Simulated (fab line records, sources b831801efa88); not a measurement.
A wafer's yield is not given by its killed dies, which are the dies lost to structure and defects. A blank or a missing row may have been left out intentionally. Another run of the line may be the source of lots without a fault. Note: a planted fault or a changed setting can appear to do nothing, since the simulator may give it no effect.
A lot that was struck, set against a sound lot / flow gf180mcu / 17 steps out of a route of 602
Sound: wafers L226.4, L226.5, L226.6. Wafers struck: L241.4, L241.5, L241.6. The cause comes at the end.
For every step that has rows: the tool of each side, followed by ch and its chambers, followed by its first start. Under that, the readings that differ: sound wafers / struck wafers / difference of the means / sigmas: that difference in standard deviations of wafers without a fault.
alike: words and numbers the same on both sides, and readings whose means are apart by under 2 such deviations; not compared: readings that were withheld, readings missing a value for some wafer, numbers with overlapping values and no deviation given by the record, and bounds like >300 which may hide the same value.
Wherever a step has rows on one side only, a row that says differs or no value, or a row with sigmas, the two part there. Numbers that don't overlap but have no deviation are shown without sigmas and don't part them. A reading that every wafer of one side lacks parts them only if that side has two wafers or more.

GF_V3_BOW_MEAS_05:
  struck on film-metro-03, day 26 07:32; sound on film-metro-01, day 20 12:47
  alike: V3_BOW
then, 6 steps without rows for these wafers: GF_V3_DEHYDRATE_06 (time 60 s); GF_V3_HMDS_07 (prime time 60 s); GF_V3_COAT_08; GF_V3_COAT_09 (resist thk 1000 nm); GF_V3_SOFTBAKE_10 (time 60 s); GF_V3_EXPOSE_11 (exposes mask Via3, target cd 260 nm).
GF_V3_PEB_12: peb time 94.18 s.
  sound on litho-track-04 ch 0; struck on litho-track-01 ch 0
  alike: plate-sensor-t-centre-C, plate-sensor-t-edge-C
then, 1 step without rows for these wafers: GF_V3_DEVELOP_13 (develop time 60 s).
GF_V3_CD_MEAS_14 targets a cd of 260 nm.
  struck on cd-sem-02, day 27 04:52; sound on cd-sem-01, day 21 13:11
  alike: cd-nm
GF_V3_OVL_MEAS_15:
  struck on overlay-01, day 27 04:57; sound on overlay-02, day 21 13:16
  alike: V3_OVL
GF_V3_ETCH_16: etches BARC in N2/H2.
  sound on rie-diel-04 ch 0,2,3, day 21 13:17; struck on rie-diel-02 ch 1,2, day 27 04:58
  alike: bias-w, chamber-pressure-mTorr, drypump-motor-current-A, oes-product-au, throttle-valve-pct
GF_V3_ETCH_17: etches SiO2 in C4F8/O2/Ar, stops on TiN, target depth 635 nm.
  sound on rie-diel-04 ch 0,2,3, day 21 13:00; struck on rie-diel-02 ch 1,2, day 27 05:00
reading=bias-w (W); sound=1203 1198 1205; struck=1407 1407 1405; difference=+204; sigmas=+60
reading=model.TiN_of_M3_SPUTTER_04.thk-nm (nm); sound=50.32 49.72 49.88; struck=47.98 48.24 48.23; difference=-1.82; sigmas=
  alike: chamber-pressure-mTorr, oes-product-au
GF_V3_STRIP_18: strips in O2/N2.
  sound on plasma-asher-03 ch 0,1, day 21 13:26; struck on plasma-asher-01 ch 0,1, day 27 05:08
  alike: chamber-pressure-mTorr, drypump-motor-current-A, heater-power-w, oes-product-au
  not compared: rf-hours-counter-h
GF_V3_STRIP_19: strips in post etch residue remover, time 1200 s.
  sound on wet-bench-03 ch 1, day 21 13:30; struck on wet-bench-02 ch 3, day 27 05:12
reading=bath-heat-duty-pct (%); sound=15.7 13.5 12.6; struck=15.8 17.6 17.2; difference=+2.9; sigmas=+2
reading=model.TiN_of_M3_SPUTTER_04.thk-nm (nm); sound=49.9 49.3 49.46; struck=47.55 47.82 47.8; difference=-1.83; sigmas=
then, 1 step without rows for these wafers: GF_V3_CLEAN_20 (cleans in DIW).
GF_PASSIVATION_PROBE_99:
  the record holds rows for the sound wafers here (prober-01, day 28 11:53) but none for the struck ones

== WHERE THEY PART ==
Last at GF_PASSIVATION_PROBE_99 as far as this record goes, first at GF_V3_ETCH_17.

WHY: what the simulator had put in
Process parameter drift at GF_V3_ETCH_17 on rie-diel-02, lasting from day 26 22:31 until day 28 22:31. The setting bias-w was moved by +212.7, starting from 1200. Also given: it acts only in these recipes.
